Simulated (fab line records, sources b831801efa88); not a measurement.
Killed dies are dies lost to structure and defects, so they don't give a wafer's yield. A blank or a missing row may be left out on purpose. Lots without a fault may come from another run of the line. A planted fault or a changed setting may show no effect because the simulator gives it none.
One fault seen from 2 desks | flow sky130 | each desk has only its own numbers; what lay behind them comes last

THE TOOL OWNER'S DESK: implanter-04
The tool's own readings at SKY_VT_ADJUST_HVTR_IMPLANT_09: means of the sampled wafers that have a number, for each lot that ran on this tool. A lot is out of limits, marked OUT, if its mean lies more than 4 standard deviations from the usual mean; the brackets give that distance.
Columns: A = dose_ions_cm2 at SKY_VT_ADJUST_HVTR_IMPLANT_09, usual 2.1e+12; B = faraday_current_uA at SKY_VT_ADJUST_HVTR_IMPLANT_09, usual 11.87
lot  | first seen here | A                         | B
L404 | day 11 08:02    | 2.1e+12                   | 11.97
L403 | day 11 09:25    | 2.1e+12                   | 11.93
L408 | day 12 17:17    | 2.1e+12                   | 12.09
L410 | day 13 14:35    | 2.1e+12                   | 11.80
L409 | day 13 15:22    | 2.1e+12                   | 11.96
L412 | day 14 00:52    | 5.9e+11 (-99 or more) OUT | 3.31 (-34) OUT
L413 | day 14 07:34    | 6.0e+11 (-99 or more) OUT | 3.35 (-34) OUT
This desk's finding: out of limits on L412, L413; first on L412, day 14 00:52 (dose_ions_cm2 at SKY_VT_ADJUST_HVTR_IMPLANT_09). In limits: L404, L403, L408, L410, L409.

THE METROLOGY DESK
What the gauges read, lot by lot, whatever tool the lot ran on: means of the sampled wafers that have a number. A lot is out of limits, marked OUT, if its mean lies more than 4 standard deviations from the usual mean; the brackets give that distance.
Columns: A = VT_ADJUST_NCORE_TW at SKY_VT_ADJUST_NCORE_TW_MEAS_11, usual 215.9; B = VT_ADJUST_HVTR_TW at SKY_VT_ADJUST_HVTR_TW_MEAS_11, usual 208.5
lot  | first seen here | A     | B
L399 | day 9 00:58     | 217.7 | 208.2
L401 | day 9 18:08     | 217.0 | 208.9
L402 | day 9 19:15     | 215.6 | 209.6
L404 | day 10 08:37    | 214.4 | 209.0
L403 | day 10 09:57    | 217.6 | 208.3
L408 | day 11 16:22    | 213.9 | 206.4
L410 | day 12 13:41    | 217.0 | 207.2
L409 | day 12 14:30    | 215.4 | 209.1
L412 | day 12 23:34    | 216.5 | 147.2 (-51) OUT
L411 | day 12 23:53    | 215.2 | 209.2
L413 | day 13 05:56    | 213.5 | 147.8 (-51) OUT
L421 | day 14 23:11    | 215.5 | 208.4
This desk's finding: out of limits on L412, L413; first on L412, day 14 01:07 (VT_ADJUST_HVTR_TW at SKY_VT_ADJUST_HVTR_TW_MEAS_11). In limits: L399, L401, L402, L404, L403, L408, L410, L409, L411, L421.

PUT TOGETHER
The tool owner's desk could have raised an alarm at day 14 00:52, on L412, L413.
The metrology desk could have raised an alarm at day 14 01:07, on L412, L413.
Of the lots named, all ran SKY_VT_ADJUST_HVTR_IMPLANT_09 on implanter-04.

WHAT THE SIMULATOR HAD PUT IN
Process parameter drift: implanter-04, from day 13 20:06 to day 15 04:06, at SKY_VT_ADJUST_HVTR_IMPLANT_09. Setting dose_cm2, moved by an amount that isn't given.
Lots struck among those shown: L412, L413.
Hours from the fault's start to each desk's first reading out of limits: the tool owner's desk, 5; the metrology desk, 5.
